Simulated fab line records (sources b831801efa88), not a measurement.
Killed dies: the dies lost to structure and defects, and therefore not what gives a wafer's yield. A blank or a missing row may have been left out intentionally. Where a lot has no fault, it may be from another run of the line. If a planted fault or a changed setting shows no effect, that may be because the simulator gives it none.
Lot-split experiment	flow sfq line	route with 325 steps; 5 lots, 23 wafers read

THE SPLIT ITSELF
At SFQ_TRILAYER_JJ_TRILAYER_DEP_SPUTTER_110 (material Al, target thk 8 nm, time 10 s), the setting power w was moved away from the recipe's 500 W on 7 of the 23 wafers read, by +3.7% to +6.9%. This setting was run at the recipe's value on the other wafers.

The reading comes from the split's own step.

THE READING
Al_of_TRILAYER_JJ_TRILAYER_DEP_SPUTTER_110.thk nm (the simulator's own value, which no gauge read), in nm, at SFQ_TRILAYER_JJ_TRILAYER_DEP_SPUTTER_110 (material Al, target thk 8 nm, time 10 s). There is no usual value for it anywhere in the file. Average 8.062 nm, standard deviation 0.16 nm, over the 16 wafers here run with the recipe.

wafer	tool, chamber at the split	power w as run, W	against the recipe	Al_of_TRILAYER_JJ_TRILAYER_DEP_SPUTTER_110.thk nm, nm	against lot-mates on the recipe
L075.1	pvd sputter-03, -	525.6	+5.1%	8.375	+0.383
L075.3	pvd sputter-03, -	525.6	+5.1%	8.291	+0.299
L075.4	pvd sputter-03, -	500	recipe	8.012	-
L075.5	pvd sputter-03, -	500	recipe	7.973	-
L075.6	pvd sputter-03, -	525.6	+5.1%	8.417	+0.425
L077.1	pvd sputter-06, -	500	recipe	7.777	-
L077.2	pvd sputter-06, -	518.7	+3.7%	8.063	+0.195
L077.3	pvd sputter-06, -	500	recipe	8.025	-
L077.4	pvd sputter-06, -	518.7	+3.7%	8.078	+0.210
L077.5	pvd sputter-06, -	500	recipe	7.801	-
L078.1	pvd sputter-05, -	534.3	+6.9%	8.835	+0.520
L078.3	pvd sputter-05, -	500	recipe	8.3	-
L078.4	pvd sputter-05, -	534.3	+6.9%	8.72	+0.405
L078.5	pvd sputter-05, -	500	recipe	8.282	-
L078.6	pvd sputter-05, -	500	recipe	8.363	-
L079.1	pvd sputter-05, -	500	recipe	8.098	-
L079.2	pvd sputter-05, -	500	recipe	8.074	-
L079.3	pvd sputter-05, -	500	recipe	8.05	-
L079.4	pvd sputter-05, -	500	recipe	8.11	-
L079.5	pvd sputter-05, -	500	recipe	8.115	-
L082.1	pvd sputter-06, -	500	recipe	7.982	-
L082.2	pvd sputter-06, -	500	recipe	8.125	-
L082.4	pvd sputter-06, -	500	recipe	7.898	-

THE FIT
A straight line over all 23 wafers: Al_of_TRILAYER_JJ_TRILAYER_DEP_SPUTTER_110.thk nm changes by +0.0754 nm for each +1% of power w; r = +0.74; the points scatter about the line by 0.18 nm.
The same after taking each lot's own level away (the mean of its wafers on the recipe; 23 wafers): +0.0677 nm for each +1%; r = +0.94; scatter 0.066 nm.
The reading moves by 0.46 nm for the largest change in power w, on that fit.
Across the lots, their own levels run from 7.8677 to 8.3150 nm, a range of 2.8 times the standard deviation given above.
So the lot-to-lot level blurs the effect unless lot-mates are compared.
Check: +0.445 nm against its lot-mates is what the line predicts for one of the wafers moved furthest among these (+6.9%) when that wafer is left out of the fit. It came out at +0.52 nm against them.

OTHER SPLITS APPLIED TO THESE WAFERS
Note: prior to the reading, these wafers also went through further splits. Each is held against what the fit with the lots' levels taken away leaves over:
other split on the same wafers	wafers away from the commonest value	r with Al_of_TRILAYER_JJ_TRILAYER_DEP_SPUTTER_110.thk nm (lot level and that fit taken away)
SFQ_TRILAYER_I2_CMP_CMP_064 leave above ref nm	11	+0.15
SFQ_TRILAYER_I2_VIA_LITHO_COAT_067 resist thk nm	8	-0.28
SFQ_TRILAYER_I2_VIA_LITHO_EXPOSE_068 dose mj	7	-0.27
SFQ_TRILAYER_M3_LITHO_COAT_080 spin rpm	8	+0.01
SFQ_TRILAYER_M3_BARC_OPEN_METAL_ETCH_100 time s	3	+0.11
SFQ_TRILAYER_M4_LITHO_COAT_093 spin rpm	11	-0.22
SFQ_TRILAYER_I4_CMP_CMP_100 down force psi	12	+0.03
SFQ_TRILAYER_I4_VIA_LITHO_PEB_106 peb time s	5	+0.12

THE FILE'S OWN FIT
Al_of_TRILAYER_JJ_TRILAYER_DEP_SPUTTER_110.thk nm changes by +0.0667 nm for each +1% of power w, r = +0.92.
